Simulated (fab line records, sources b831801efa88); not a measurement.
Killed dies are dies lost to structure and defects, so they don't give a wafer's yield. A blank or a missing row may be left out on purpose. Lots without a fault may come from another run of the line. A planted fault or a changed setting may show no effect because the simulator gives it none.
fab line records | flow gf180mcu
record lots=14 wafers=42 last_day=34
route steps=602 shown STI@25 NWELL@49 MVPSD@85 VT_IMPLANT@131
lots that met no fault: from a run of the same line without faults
start_h: hours from the record's first day to the start of the lot's first wafer shown | wait_h: hours since the lot's step before | " the same as in the row above | L1.1+2: a row that stands for several wafers | - no value, or no start given | * or withheld: withheld | < > ~ a bound
route shown NAME@n: a module of which the file shows steps, and the number in the route of the first | usual: mean/standard deviation of fault-free wafers | same: alike in all rows | chamber/n: place in a boat | sites: the reading at each site | _std_site: their standard deviation | _edge_site: outer sites' mean less inner sites' | radius_mm: how far each site lies from the wafer's centre | mask NAME#n: copy n | behind: the tool/chamber that last shaped the wafer | hold: why the lot was held/for how many hours/how that ended | device: the transistor (n, p or np) that didn't switch | end of line: the same wafers' tests at the end of the route | a step without rows: its recipe alone | killed: dies lost to structure and defects at the first sort, not the wafer's yield | map: a wafer's dies, x killed, . not, _ none there
set.NAME: the setting as run; set.NAME@STEP: as run at that earlier step | model.NAME: the simulator's own value behind a step, which no gauge read
steps of the route over a sample of lots; a table a step, a row a wafer
services: from which hour (start_h, from the record's first day; less than 0 if before it) a tool's chamber was out of use, for how many hours, and why
## steps
# step GF_STI_THK_MEAS_24
# recipe reads=SiO2_of_STI_CVD_23
# usual STI_CVD_23_THK=651/6
# columns lot.wafer tool chamber start_h wait_h STI_CVD_23_THK[nm]
L184.2 film_metro-03 - 26.57 0.0 653
L184.5 " - " " 638
L184.6 " - " " 645
L185.3 film_metro-03 - 33.18 0.1 645
L185.4 " - " " 646
L185.5 " - " " 640
L186.1 film_metro-01 - 38.56 0.0 654
L186.3 " - " " 648
L186.6 " - " " 640
L187.1 film_metro-03 - 43.56 0.0 649
L187.5 " - " " 649
L187.6 " - " " 656
L188.1 film_metro-01 - 48.57 0.0 641
L188.3 " - " " 651
L188.4 " - " " 643
L189.1 film_metro-01 - 53.68 0.0 656
L189.3 " - " " 652
L189.5 " - " " 660
L194.2 film_metro-01 - 79.89 0.0 644
L194.3 " - " " 644
L194.4 " - " " 645
L197.1 film_metro-03 - 96.08 0.0 665
L197.2 " - " " 656
L197.6 " - " " 663
L199.1 film_metro-02 - 106.77 0.0 654
L199.5 " - " " 645
L199.6 " - " " 653
L201.4 film_metro-02 - 115.30 0.0 652
L201.5 " - " " 656
L201.6 " - " " 647
L203.2 film_metro-01 - 128.67 0.0 643
L203.5 " - " " 646
L203.6 " - " " 650
L204.2 film_metro-02 - 130.87 0.0 644
L204.4 " - " " 646
L204.6 " - " " 643
L206.1 film_metro-02 - 141.27 0.0 643
L206.3 " - " " 650
L206.6 " - " " 649
L207.2 film_metro-02 - 145.45 0.0 652
L207.3 " - " " 656
L207.6 " - " " 665
# step GF_NWELL_OVL_MEAS_07
# usual NWELL_OVL=-0.4/1.4
# columns lot.wafer tool chamber start_h wait_h NWELL_OVL[nm]
L184.2 overlay-01 - 53.70 - 0.3
L184.5 " - " " -0.3
L184.6 " - " " 1.2
L185.3 overlay-02 - 61.45 - -0.7
L185.4 " - " " -1.4
L185.5 " - " " -0.1
L186.1 overlay-01 - 66.48 - 2.3
L186.3 " - " " 0.3
L186.6 " - " " 0.7
L187.1 overlay-01 - 71.88 - -1.5
L187.5 " - " " -0.1
L187.6 " - " " -0.4
L188.1 overlay-02 - 76.65 - -2.1
L188.3 " - " " -1.5
L188.4 " - " " -3.0
L189.1 overlay-02 - 84.10 - -1.5
L189.3 " - " " -0.8
L189.5 " - " " -1.3
L194.2 overlay-01 - 110.02 - -0.2
L194.3 " - " " -0.2
L194.4 " - " " -3.5
L197.1 overlay-01 - 127.38 - 1.3
L197.2 " - " " -0.5
L197.6 " - " " -0.3
L199.1 overlay-02 - 139.98 - 0.5
L199.5 " - " " -1.2
L199.6 " - " " -1.0
L201.4 overlay-01 - 147.70 - -2.2
L201.5 " - " " -2.2
L201.6 " - " " -1.8
L203.2 overlay-01 - 162.53 - -1.4
L203.5 " - " " -0.8
L203.6 " - " " -2.5
L204.2 overlay-02 - 168.55 - -3.3
L204.4 " - " " 1.2
L204.6 " - " " -2.5
L206.1 overlay-01 - 175.22 - -0.4
L206.3 " - " " 1.3
L206.6 " - " " 0.1
L207.2 overlay-02 - 180.79 - -1.0
L207.3 " - " " -3.4
L207.6 " - " " 0.1
# step GF_MVPSD_OVL_MEAS_07
# usual MVPSD_OVL=0.5/1.2
# columns lot.wafer tool chamber start_h wait_h MVPSD_OVL[nm]
L184.2 overlay-02 - 95.72 - 1.1
L184.5 " - " " 1.2
L184.6 " - " " 2.3
L185.3 overlay-01 - 102.88 - -1.5
L185.4 " - " " -1.8
L185.5 " - " " -1.3
L186.1 overlay-01 - 109.65 - 0.9
L186.3 " - " " 1.2
L186.6 " - " " 2.4
L187.1 overlay-01 - 113.97 - 0.5
L187.5 " - " " 1.1
L187.6 " - " " -1.4
L188.1 overlay-01 - 119.12 - 1.0
L188.3 " - " " 1.3
L188.4 " - " " 1.5
L189.1 overlay-01 - 127.55 - 1.4
L189.3 " - " " 1.1
L189.5 " - " " 0.2
L194.2 overlay-01 - 155.45 - 1.9
L194.3 " - " " 0.4
L194.4 " - " " 1.0
L197.1 overlay-01 - 173.97 - 0.6
L197.2 " - " " -1.0
L197.6 " - " " -0.7
L199.1 overlay-02 - 190.42 - 0.2
L199.5 " - " " 0.8
L199.6 " - " " 1.3
L201.4 overlay-02 - 196.76 - 0.9
L201.5 " - " " 0.9
L201.6 " - " " 1.8
L203.2 overlay-02 - 213.33 - 1.5
L203.5 " - " " 2.2
L203.6 " - " " 0.1
L204.2 overlay-01 - 219.67 - 0.8
L204.4 " - " " -1.9
L204.6 " - " " -0.7
L206.1 overlay-02 - 227.59 - 1.3
L206.3 " - " " 1.1
L206.6 " - " " 0.3
L207.2 overlay-01 - 234.37 - 0.1
L207.3 " - " " 1.9
L207.6 " - " " 0.0
# step GF_VT_IMPLANT_IMPLANT_41
# recipe species=As energy_kev=70 dose_cm2=1.013e+12 tilt_deg=7
# usual dose_ions_cm2=1.013e+12/1.2e+09 faraday_current_uA=5.72/0.12
# columns lot.wafer tool chamber start_h wait_h dose_ions_cm2 faraday_current_uA
L184.2 implanter-03 0 154.59 0.0 1.012e+12 5.69
L184.5 " 0 " " 1.0126e+12 5.56
L184.6 " 0 " " 1.014e+12 5.81
L185.3 implanter-03 0 162.64 0.1 1.0145e+12 5.45
L185.4 " 0 " " 1.0135e+12 5.69
L185.5 " 0 " " 1.0139e+12 5.83
L186.1 implanter-04 0 170.47 0.0 1.013e+12 5.42
L186.3 " 0 " " 1.0139e+12 5.56
L186.6 " 0 " " 1.012e+12 5.77
L187.1 implanter-02 0 176.27 0.0 1.0128e+12 5.60
L187.5 " 0 " " 1.011e+12 5.76
L187.6 " 0 " " 1.0121e+12 5.84
L188.1 implanter-03 0 182.84 0.0 1.0112e+12 5.81
L188.3 " 0 " " 1.0119e+12 5.61
L188.4 " 0 " " 1.0122e+12 5.68
L189.1 implanter-03 0 191.87 0.0 1.0116e+12 5.69
L189.3 " 0 " " 1.0116e+12 5.74
L189.5 " 0 " " 1.0111e+12 5.93
L194.2 implanter-02 0 224.04 0.0 1.013e+12 5.78
L194.3 " 0 " " 1.0144e+12 5.73
L194.4 " 0 " " 1.0152e+12 5.82
L197.1 implanter-02 0 245.38 0.0 4.9327e+12 27.23
L197.2 " 0 " " 4.9348e+12 27.83
L197.6 " 0 " " 4.9354e+12 28.30
L199.1 implanter-02 0 264.11 0.0 4.9355e+12 28.28
L199.5 " 0 " " 4.9356e+12 28.36
L199.6 " 0 " " 4.9356e+12 27.85
L201.4 implanter-04 0 270.05 0.1 1.0148e+12 5.61
L201.5 " 0 " " 1.0132e+12 5.74
L201.6 " 0 " " 1.0119e+12 5.54
L203.2 implanter-04 0 289.15 0.0 1.0138e+12 5.79
L203.5 " 0 " " 1.0129e+12 5.88
L203.6 " 0 " " 1.0127e+12 5.52
L204.2 implanter-03 0 295.78 0.0 1.0125e+12 5.61
L204.4 " 0 " " 1.0116e+12 5.60
L204.6 " 0 " " 1.0146e+12 5.67
L206.1 implanter-04 0 304.43 0.0 1.0141e+12 5.69
L206.3 " 0 " " 1.013e+12 5.83
L206.6 " 0 " " 1.0139e+12 5.64
L207.2 implanter-04 0 311.25 0.0 1.0134e+12 5.82
L207.3 " 0 " " 1.0139e+12 5.68
L207.6 " 0 " " 1.0148e+12 5.68
# step GF_VT_IMPLANT_TW_MEAS_43
# usual VT_IMPLANT_4_TW=692/6
# columns lot.wafer tool chamber start_h wait_h VT_IMPLANT_4_TW
L184.2 film_metro-01 - 154.83 0.1 686
L184.5 " - " " 689
L184.6 " - " " 685
L185.3 film_metro-04 - 162.86 0.1 703
L185.4 " - " " 703
L185.5 " - " " 702
L186.1 film_metro-01 - 170.72 0.1 688
L186.3 " - " " 685
L186.6 " - " " 683
L187.1 film_metro-04 - 176.52 0.1 703
L187.5 " - " " 699
L187.6 " - " " 700
L188.1 film_metro-01 - 183.09 0.1 685
L188.3 " - " " 682
L188.4 " - " " 683
L189.1 film_metro-01 - 192.12 0.1 689
L189.3 " - " " 689
L189.5 " - " " 688
L194.2 film_metro-01 - 224.28 0.1 685
L194.3 " - " " 687
L194.4 " - " " 685
L197.1 film_metro-04 - 245.63 0.1 1144
L197.2 " - " " 1144
L197.6 " - " " 1155
L199.1 film_metro-04 - 264.36 0.1 1148
L199.5 " - " " 1149
L199.6 " - " " 1146
L201.4 film_metro-01 - 270.26 0.1 689
L201.5 " - " " 690
L201.6 " - " " 690
L203.2 film_metro-01 - 289.39 0.1 683
L203.5 " - " " 686
L203.6 " - " " 688
L204.2 film_metro-04 - 296.02 0.1 697
L204.4 " - " " 691
L204.6 " - " " 693
L206.1 film_metro-01 - 304.69 0.1 685
L206.3 " - " " 685
L206.6 " - " " 686
L207.2 film_metro-01 - 311.49 0.1 685
L207.3 " - " " 685
L207.6 " - " " 685
## services
# columns tool chamber start_h hours kind
implanter-02 - 161.32 2.3 repair
implanter-02 - 161.43 5.5 repair
implanter-02 - 195.73 6.9 repair
implanter-02 - 216.83 4.6 repair
implanter-03 - 221.16 3.7 pm
implanter-02 - 230.74 1.9 repair
implanter-03 - 272.99 2.7 repair
## key
first_sign step=GF_VT_IMPLANT_IMPLANT_41 reading=dose_ions_cm2 direction=up sigmas=99+ usual=1.013e+12 struck=4.9349e+12
effect step=GF_VT_IMPLANT_IMPLANT_41 reading=faraday_current_uA direction=up sigmas=99+ usual=5.72 struck=27.97
effect step=GF_VT_IMPLANT_TW_MEAS_43 reading=VT_IMPLANT_4_TW direction=up sigmas=76 usual=692 struck=1148
met_at GF_VT_IMPLANT_IMPLANT_41
struck_lots L197,L199
tester_left_out L197,L199
not_acting_at GF_STI_THK_MEAS_24,GF_NWELL_OVL_MEAS_07,GF_MVPSD_OVL_MEAS_07
onset_between 224.04 245.38
fault kind=process_parameter_drift tool=implanter-02 chamber=- onset_h=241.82 steps=GF_VT_IMPLANT_IMPLANT_41 channel=dose_cm2 offset=3.9222e+12 shape=step end_h=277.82 acts_in=these_recipes_only stated=1.013e+12
# tester_left_out: of these lots the tester's yield and bins aren't shown, on N5 and GAA mostly nor the transistor test; their killed dies are dies lost to structure and defects alone, not to doping, threshold or leakage, so they don't give the yield
